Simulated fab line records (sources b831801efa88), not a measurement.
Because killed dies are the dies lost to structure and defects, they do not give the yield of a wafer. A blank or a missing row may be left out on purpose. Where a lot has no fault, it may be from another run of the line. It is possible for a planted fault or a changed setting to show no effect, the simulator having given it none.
A lot that was struck, set against a sound lot ; flow sky130 ; 17 steps out of a route of 708
Sound: wafers L294.1, L294.3, L294.6. Wafers struck: L304.1, L304.4, L304.6. Last of all comes the cause.
For every step that has rows: the tool of each side, followed by ch and its chambers, followed by its first start. Under that, the readings that differ: sound wafers ; struck wafers ; difference of the means ; sigmas: that difference in standard deviations of wafers without a fault.
alike: words and numbers the same on both sides, and readings whose means are apart by under 2 such deviations; not compared: readings that were withheld, readings missing a value for some wafer, numbers with overlapping values and no deviation given by the record, and bounds like >300 which may hide the same value.
A row with sigmas, a row that says differs or no value, or rows on one side alone: a step with any of these is where the two part. Non-overlapping numbers with no deviation appear without sigmas and do not part them. A reading missing from all wafers of one side parts the sides only when that side holds two or more wafers.

SKY_VT_ADJUST_HVTP_OVL_MEAS_08:
  sound: overlay-02 at day 7 09:05; struck: overlay-01 at day 9 18:11
reading;sound;struck;difference;sigmas
VT_ADJUST_HVTP_OVL (nm);-0.4 1.0 -1.2;3.2 3.5 2.7;+3.3;+3
next, for these wafers, 1 step has no rows: SKY_VT_ADJUST_HVTP_IMPLANT_09.
SKY_VT_ADJUST_HVTP_STRIP_10: strips in O2/N2.
  sound on plasma-asher-02 ch 0,1, day 7 09:17; struck on plasma-asher-04 ch 0,1, day 9 18:23
  alike: chamber-pressure-mTorr, drypump-motor-current-A, o2-flow-sccm, oes-product-au, strip-time-to-endpoint-s
  not compared: rf-hours-counter-h
SKY_VT_ADJUST_HVTP_TW_MEAS_11:
  sound: film-metro-03 at day 7 09:23; struck: film-metro-03 at day 9 18:29
  alike: VT_ADJUST_HVTP_TW
then, 7 steps without rows for these wafers: SKY_VT_ADJUST_LVTN_DEHYDRATE_00 (time 60 s); SKY_VT_ADJUST_LVTN_HMDS_01 (prime time 60 s); SKY_VT_ADJUST_LVTN_COAT_02 (resist thk 3000 nm); SKY_VT_ADJUST_LVTN_SOFTBAKE_03; SKY_VT_ADJUST_LVTN_EXPOSE_04 (exposes mask NWM COMPLEMENT LESS NATIVE, target cd 840 nm); SKY_VT_ADJUST_LVTN_PEB_05; SKY_VT_ADJUST_LVTN_DEVELOP_06 (develop time 60 s).
SKY_VT_ADJUST_LVTN_OVL_MEAS_07:
  sound: overlay-01 at day 8 06:04; struck: overlay-02 at day 10 16:13
  alike: VT_ADJUST_LVTN_OVL
SKY_VT_ADJUST_LVTN_IMPLANT_08:
  sound on implanter-03 ch 0, day 8 06:06; struck on implanter-03 ch 0, day 10 16:16
  alike: dose-ions-cm2
SKY_VT_ADJUST_LVTN_STRIP_09: strips in O2/N2.
  sound on plasma-asher-02 ch 0,1, day 8 06:15; struck on plasma-asher-01 ch 0, day 10 16:25
  alike: chamber-pressure-mTorr, drypump-motor-current-A, o2-flow-sccm, oes-product-au, strip-time-to-endpoint-s
  not compared: rf-hours-counter-h
SKY_VT_ADJUST_LVTN_TW_MEAS_10:
  sound: film-metro-03 at day 8 06:21; struck: film-metro-02 at day 10 16:31
reading;sound;struck;difference;sigmas
VT_ADJUST_LVTN_TW;243.6 244.2 243.0;225.3 226.1 224.2;-18.4;-6
then, 1 step without rows for these wafers: SKY_VT_ADJUST_LVTN_DEHYDRATE_11 (time 60 s).
-- here the record skips 39 days between the struck wafers' starts before and after, leaving off in module VT_ADJUST_LVTN and picking up in module PAD_OPEN (first step shown: number 708 of the route) --
SKY_PAD_OPEN_PROBE_99:
  sound: prober-02 at day 48 06:28; struck: prober-02 at day 49 08:16
reading;sound;struck;difference;sigmas
model.etest.nfet_01v8_lvt.vt-sat-v (V);0.5477 0.5475 0.5464;0.5354 0.5273 0.538;-0.0136;
  alike: killed_at_M0_to_M3, killed_at_M4_up, killed-at-contacts, killed-at-front-end, killed-at-other, killed-dies, killed-open, killed-short
  not compared: model.etest.nfet_01v8.drive-ua-um-range, model.etest.nfet_01v8_lvt.body-rise-v, model.etest.nfet_01v8.vt-v-range

== WHERE THEY PART ==
Last at SKY_VT_ADJUST_LVTN_TW_MEAS_10 as far as this record goes, first at SKY_VT_ADJUST_HVTP_OVL_MEAS_08. Later steps at which nothing parts them and some readings are alike: SKY_PAD_OPEN_PROBE_99.

WHY: the cause the simulator had injected
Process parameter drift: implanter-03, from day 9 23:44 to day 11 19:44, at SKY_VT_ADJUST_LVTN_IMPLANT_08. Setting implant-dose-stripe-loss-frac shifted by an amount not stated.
